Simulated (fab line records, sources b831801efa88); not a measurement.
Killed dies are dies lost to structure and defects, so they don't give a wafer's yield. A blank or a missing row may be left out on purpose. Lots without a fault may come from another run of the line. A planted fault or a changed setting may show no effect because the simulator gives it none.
Which tool did it? | flow gf180mcu | 12 lots, 36 wafers sampled, at 2 steps of a route of 602

WHAT THE GAUGES READ, wafer by wafer
GF_V4_CD_MEAS_14: target cd 260 nm.
lot  | measured     | on        | cd_nm (nm)
L075 | day 24 18:50 | cd_sem-01 | 261.3 260.9 261.3
L077 | day 25 14:16 | cd_sem-01 | 260.1 260.1 259.9
L079 | day 26 04:43 | cd_sem-01 | 258.6 259.9 261.0
L081 | day 27 07:02 | cd_sem-02 | 259.2 258.5 258.7
L083 | day 27 15:02 | cd_sem-01 | 259.9 259.1 260.1
L085 | day 28 02:19 | cd_sem-01 | 260.6 261.4 261.0
L087 | day 28 20:19 | cd_sem-02 | 259.5 260.6 258.9
L089 | day 29 10:02 | cd_sem-01 | 257.6 258.5 258.0
L091 | day 29 23:17 | cd_sem-01 | 258.8 257.9 258.6
L093 | day 30 10:05 | cd_sem-01 | 259.5 259.0 258.7
L095 | day 30 23:47 | cd_sem-02 | 261.9 262.0 261.7
L097 | day 31 11:34 | cd_sem-02 | 260.2 260.7 259.6

WHICH TOOL RAN EACH LOT (tool, then ch and the chambers of the sampled wafers, then the start)
lot  | GF_V3_SPUTTER_21
L075 | pvd_sputter-04, day 22 19:51
L077 | pvd_sputter-02, day 23 15:59
L079 | pvd_sputter-04, day 24 07:29
L081 | pvd_sputter-02, day 25 11:01
L083 | pvd_sputter-04, day 25 19:20
L085 | pvd_sputter-02, day 26 06:59
L087 | pvd_sputter-02, day 27 02:27
L089 | pvd_sputter-01, day 27 16:08
L091 | pvd_sputter-01, day 28 06:59
L093 | pvd_sputter-02, day 28 17:59
L095 | pvd_sputter-01, day 29 07:34
L097 | pvd_sputter-02, day 29 21:20
- GF_V3_SPUTTER_21: material Ti, target thk 15 nm, time 80.02 s.

THE ANSWER, worked out from the rows above alone
Rule: what is usual is taken from the lots themselves. Put in order of their means at a reading, lots are off if they are a third of the lots or fewer, leave a main group of 4 or more, and stand apart from it by a gap of 3 or more times the standard deviation of the main group's means; of several such gaps the widest counts. A main group whose means are all the same, to the digits that the tables above print for the reading, isn't used. A lot without any number at a reading at which 4 lots or more have one is off too. The other lots that the step has rows for count as sound.
No lot is off at any reading shown: from this, nothing can be told.

WHAT THE SIMULATOR HAD PUT IN
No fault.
